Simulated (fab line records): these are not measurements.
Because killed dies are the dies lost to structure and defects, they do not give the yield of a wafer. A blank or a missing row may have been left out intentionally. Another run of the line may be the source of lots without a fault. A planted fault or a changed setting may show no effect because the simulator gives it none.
8D (eight disciplines) problem report, filled in by code    flow sky130    the parts of the form that need people (team, actions taken, sign-off) are left out

== 1. WHAT WENT WRONG ==
Across 6 wafers from 2 lots, CAP2M_TIN_RS at SKY_CAP2M_RS_MEAS_03 averages 8.81 ohm/sq, while fault-free wafers read 6.89 ohm/sq with a standard deviation of 0.08. Measured from the usual mean, that is +24 standard deviations.
The step: measures by four-point-probe.
The first sign was on wafer L931.2 at day 45 19:01, on filmMetro-01. At this step, 27 wafers from 9 lots have a number in the record. Rule for "out" (also "out of limits"): further than 4 standard deviations from the usual mean. All remaining wafers that have a number are taken as sound.

== 2. WHAT IT IS; WHAT IT IS NOT ==
question                     is                          is not
which readings at this step  CAP2M_TIN_RS                -
which lots                   L931, L932                  L910, L911, L917, L919, L922, L923, L927
which wafers of those lots   all that have a number      -
read on which gauges         filmMetro-01, filmMetro-02  filmMetro-04
when                         from day 45 19:01           up to then (21 sound wafers)

== 3. THE SUSPECTS, EACH WITH WHAT RULES IT OUT ==
Counting: a tool stays on the suspect list if, at a process step up to the reading, it processed all lots that are out and no sound lot following the first of them.
- the gauge at SKY_CAP2M_RS_MEAS_03: ruled out. 2 gauges (filmMetro-01, filmMetro-02) read the wafers that are out.
- pvdSputter-02 at SKY_METAL4_SPUTTER_00 (material Ti, target thk 15 nm, time 10 s): kept. It ran every lot that is out, first L931 (day 45 18:39), and no sound lot after that; its last sound lot up to then is L923 (day 43 22:34).
- pvdSputter-03 at SKY_CAP2M_SPUTTER_02 (material TiN, target thk 200 nm, time 166.7 s): kept. It ran every lot that is out, first L931 (day 45 18:53), and no sound lot after that; its last sound lot up to then is L927 (day 44 20:43). Its own readings are out on those wafers: cathodeDcPowerW.
Left after counting: pvdSputter-02 at SKY_METAL4_SPUTTER_00, pvdSputter-03 at SKY_CAP2M_SPUTTER_02.

== 4. THE CAUSE (what the simulator had put in) ==
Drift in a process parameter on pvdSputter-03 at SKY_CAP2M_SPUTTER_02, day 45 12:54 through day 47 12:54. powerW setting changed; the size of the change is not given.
Counting left 2 suspects, and this tool is among them.

== 5. THE CHAIN OF EFFECTS, in route order ==
Each row: a reading where the mean over the struck wafers with a number is more than 3 standard deviations away from the usual. Scope: only readings with a usual standard deviation given in the record; hours: median across lots of the time from each lot's start at the first step in this table that gives one to its start at this step; sigmas: change in usual standard deviations.
hours  step                     reading           usual        on struck wafers  change   sigmas
0      SKY_CAP2M_SPUTTER_02     cathodeDcPowerW   6500.1 W     5113.4            -1386.7  -99 or more
0      SKY_CAP2M_RS_MEAS_03     CAP2M_TIN_RS      6.89 ohm/sq  8.81              +1.92    +24
0      SKY_CAP2M_THK_MEAS_04    CAP2M_TIN_THK     203.4 nm     159.8             -43.7    -17
21     SKY_CAP2M_METAL_ETCH_13  oesProductAu      0.944 a.u.   0.823             -0.121   -15
21     SKY_CAP2M_METAL_ETCH_13  throttleValvePct  21.899 %     21.971            +0.072   +7.6
Here are the process steps it includes:
- SKY_CAP2M_SPUTTER_02: material TiN, target thk 200 nm, time 166.7 s.
- SKY_CAP2M_METAL_ETCH_13: etches TiN in Cl2/BCl3, stops on SiO2, target depth 220 nm, time 62.9 s.

== 6. WHAT WOULD HAVE CAUGHT IT SOONER ==
The first out-of-limits reading at a measuring or inspecting step in this record came at day 45 19:01, 6 hours after the fault's start at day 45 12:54.
Tool's own readings at SKY_CAP2M_SPUTTER_02, cathodeDcPowerW: out on all struck wafers the step has rows for; an alarm limit on them would have tripped on the first.
Among the 2 lots that are out, L932 began SKY_CAP2M_SPUTTER_02 on pvdSputter-03 after day 45 19:01. A hold on the tool at that time would have spared it.
